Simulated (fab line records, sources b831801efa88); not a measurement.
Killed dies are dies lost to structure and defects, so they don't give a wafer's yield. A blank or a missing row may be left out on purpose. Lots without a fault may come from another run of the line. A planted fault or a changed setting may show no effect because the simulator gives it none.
Problem report in the 8D (eight disciplines) form, filled by code | flow gf180mcu | the parts of the form that need people (team, actions taken, sign-off) are left out

1. THE PROBLEM
NWELL_TW at GF_NWELL_TW_MEAS_11 reads a mean of 1752 on 6 wafers of 2 lots; wafers without a fault read 1576 with a standard deviation of 21. That is +8.4 standard deviations from the usual mean.
First seen on wafer L927.1, day 7 14:23, on film_metro-03. The record holds 39 wafers of 13 lots with a number at this step. Rule for "out", or "out of limits": more than 4 standard deviations from the usual mean. The other wafers with a number count as sound.

2. WHAT IT IS AND WHAT IT IS NOT
question                    | is                     | is not
which readings at this step | NWELL_TW               | -
which lots                  | L927, L928             | L909, L910, L912, L914, L915, L916, L919, L920, L923, L931, L932
which wafers of those lots  | all that have a number | -
read on which gauges        | film_metro-03          | film_metro-01, film_metro-04
when                        | from day 7 14:23       | up to then (27 sound wafers); but 6 sound wafers of L931, L932 came after

3. SUSPECTS, AND WHAT RULES EACH OUT
Counting: a tool at a process step up to the reading stays a suspect if it ran every lot that is out and no sound lot after the first of them.
- the gauge at GF_NWELL_TW_MEAS_11: ruled out. All the wafers that are out were read on film_metro-03, but those of them that GF_NWELL_IMPLANT_08 has rows for are out there too, on other tools.
- implanter-04 at GF_NWELL_IMPLANT_08: kept. It ran every lot that is out, first L927 (day 7 13:59), and no sound lot after that; its last sound lot up to then is L923 (day 6 11:47). Its own readings are out on those wafers: dose_ions_cm2, faraday_current_uA.
Left after counting: implanter-04 at GF_NWELL_IMPLANT_08.

4. THE CAUSE (what the simulator had put in)
Process parameter drift: implanter-04, from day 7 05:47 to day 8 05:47, at GF_NWELL_IMPLANT_08. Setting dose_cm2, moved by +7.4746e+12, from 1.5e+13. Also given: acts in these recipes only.
Counting left only this tool.

5. THE CHAIN OF EFFECTS, in route order
Each row: a reading whose mean over the struck wafers that have a number lies more than 3 standard deviations from the usual. Only readings for which the record gives a usual standard deviation are gone through. hours: the time from each lot's start at the first step in this table that gives one to its start at this step, as a median over the lots. sigmas: the change in usual standard deviations.
hours | step                     | reading            | usual        | on struck wafers | change      | sigmas
0     | GF_NWELL_IMPLANT_08      | dose_ions_cm2      | 1.5005e+13   | 2.2470e+13       | +7.4645e+12 | +99 or more
0     | GF_NWELL_IMPLANT_08      | faraday_current_uA | 84.6         | 126.0            | +41.4       | +26
0     | GF_NWELL_TW_MEAS_11      | NWELL_TW           | 1576         | 1752             | +176        | +8.4
128   | GF_VT_IMPLANT_RS_MEAS_47 | NWELL_RS           | 487.8 ohm/sq | 396.1            | -91.7       | -76
The process steps in it:
- GF_NWELL_IMPLANT_08

6. WHAT WOULD HAVE CAUGHT IT SOONER
In this record the first reading out of limits at a measuring or inspecting step was taken at day 7 14:23, 9 hours after the fault began at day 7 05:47.
The tool's own readings at GF_NWELL_IMPLANT_08 were out on every struck wafer that the step has a row for (dose_ions_cm2, faraday_current_uA): an alarm limit on them would have fired on the first of those.
Of the lots that are out (2), L928 began GF_NWELL_IMPLANT_08 on implanter-04 after day 7 14:23. A hold on the tool at that time would have spared it.
